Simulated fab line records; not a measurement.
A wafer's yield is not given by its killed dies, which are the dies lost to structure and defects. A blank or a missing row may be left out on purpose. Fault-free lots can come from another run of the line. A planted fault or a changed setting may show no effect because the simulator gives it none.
Chamber matching :: flow sky130 :: SKY_LI_CONTACT_CMP_24 on cmp-02: 4 sister chambers
The step polishes, stops on PSG, t overpolish 20 s, target thk 0 nm. 16 wafers are shown with their chamber, then 8 later ones without.

== WAFERS PAIRED WITH THEIR CHAMBERS ==
wafer: L292.2
chamber: 3
motorCurrentA (A): 11.9
overpolishRunS (s): 19.992
timeToEndpointS (s): 98

wafer: L292.3
chamber: 0
motorCurrentA (A): 10.7
overpolishRunS (s): 20.005
timeToEndpointS (s): 93

wafer: L292.5
chamber: 0
motorCurrentA (A): 10.2
overpolishRunS (s): 19.999
timeToEndpointS (s): 97

wafer: L294.1
chamber: 2
motorCurrentA (A): 11.9
overpolishRunS (s): 20.005
timeToEndpointS (s): 93

wafer: L294.2
chamber: 0
motorCurrentA (A): 10.7
overpolishRunS (s): 19.994
timeToEndpointS (s): 91

wafer: L294.5
chamber: 2
motorCurrentA (A): 12.0
overpolishRunS (s): 19.996
timeToEndpointS (s): 96

wafer: L299.1
chamber: 1
motorCurrentA (A): 11.0
overpolishRunS (s): 19.989
timeToEndpointS (s): 92

wafer: L299.2
chamber: 3
motorCurrentA (A): 12.1
overpolishRunS (s): 19.996
timeToEndpointS (s): 92

wafer: L299.5
chamber: 2
motorCurrentA (A): 11.8
overpolishRunS (s): 19.999
timeToEndpointS (s): 95

wafer: L300.2
chamber: 3
motorCurrentA (A): 12.2
overpolishRunS (s): 20.010
timeToEndpointS (s): 96

wafer: L300.4
chamber: 1
motorCurrentA (A): 11.0
overpolishRunS (s): 20.010
timeToEndpointS (s): 97

wafer: L300.6
chamber: 0
motorCurrentA (A): 10.6
overpolishRunS (s): 19.998
timeToEndpointS (s): 98

wafer: L302.3
chamber: 1
motorCurrentA (A): 11.2
overpolishRunS (s): 19.981
timeToEndpointS (s): 94

wafer: L302.4
chamber: 0
motorCurrentA (A): 10.8
overpolishRunS (s): 20.002
timeToEndpointS (s): 98

wafer: L302.6
chamber: 1
motorCurrentA (A): 11.1
overpolishRunS (s): 19.996
timeToEndpointS (s): 98

wafer: L306.1
chamber: 3
motorCurrentA (A): 12.2
overpolishRunS (s): 20.010
timeToEndpointS (s): 91

SIGNATURES, as means of the wafers listed above
reading: motorCurrentA
chamber 0: 10.600
chamber 1: 11.075
chamber 2: 11.900
chamber 3: 12.100
scatter within a chamber: 0.165

reading: overpolishRunS
chamber 0: 19.99960
chamber 1: 19.99400
chamber 2: 20.00000
chamber 3: 20.00200
scatter within a chamber: 0.00831

reading: timeToEndpointS
chamber 0: 95.40
chamber 1: 95.25
chamber 2: 94.67
chamber 3: 94.25
scatter within a chamber: 2.91
Rule: for each reading, subtract the chamber's mean from the wafer's reading, divide by that reading's scatter and square the result; add these up over the readings and take the root, which gives the wafer's distance from the chamber. If the next closest chamber is less than 2 further off than the closest, the wafer can't be placed; otherwise it belongs to the closest. The scatter is the square root of a quotient: the sum, over the shown wafers, of each reading's squared deviation from its chamber's mean, divided by wafers minus chambers.

== WAFERS MISSING THEIR CHAMBER ==
wafer: L306.2
motorCurrentA (A): 10.7
overpolishRunS (s): 19.985
timeToEndpointS (s): 100

wafer: L306.5
motorCurrentA (A): 11.7
overpolishRunS (s): 19.991
timeToEndpointS (s): 91

wafer: L308.2
motorCurrentA (A): 10.5
overpolishRunS (s): 19.981
timeToEndpointS (s): 92

wafer: L308.5
motorCurrentA (A): 11.7
overpolishRunS (s): 20.015
timeToEndpointS (s): 89

wafer: L308.6
motorCurrentA (A): 10.5
overpolishRunS (s): 20.006
timeToEndpointS (s): 90

wafer: L307.1
motorCurrentA (A): 11.1
overpolishRunS (s): 20.001
timeToEndpointS (s): 98

wafer: L307.3
motorCurrentA (A): 10.6
overpolishRunS (s): 19.989
timeToEndpointS (s): 97

wafer: L307.4
motorCurrentA (A): 11.0
overpolishRunS (s): 20.004
timeToEndpointS (s): 90

== WHICH CHAMBER EACH ONE RAN IN ==
wafer: L306.2
from the rows above: can't be placed: 0 or 1
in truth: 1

wafer: L306.5
from the rows above: can't be placed: 2 or 3
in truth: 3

wafer: L308.2
from the rows above: can't be placed: 0 or 1
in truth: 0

wafer: L308.5
from the rows above: can't be placed: 2 or 3
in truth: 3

wafer: L308.6
from the rows above: 0
in truth: 0

wafer: L307.1
from the rows above: can't be placed: 1 or 0
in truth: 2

wafer: L307.3
from the rows above: can't be placed: 0 or 1
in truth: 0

wafer: L307.4
from the rows above: can't be placed: 1 or 0
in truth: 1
Placed correctly: 1 of 8. Not placeable from these rows: 7 (in 6, the candidates include the true chamber). Wrongly placed: 0.
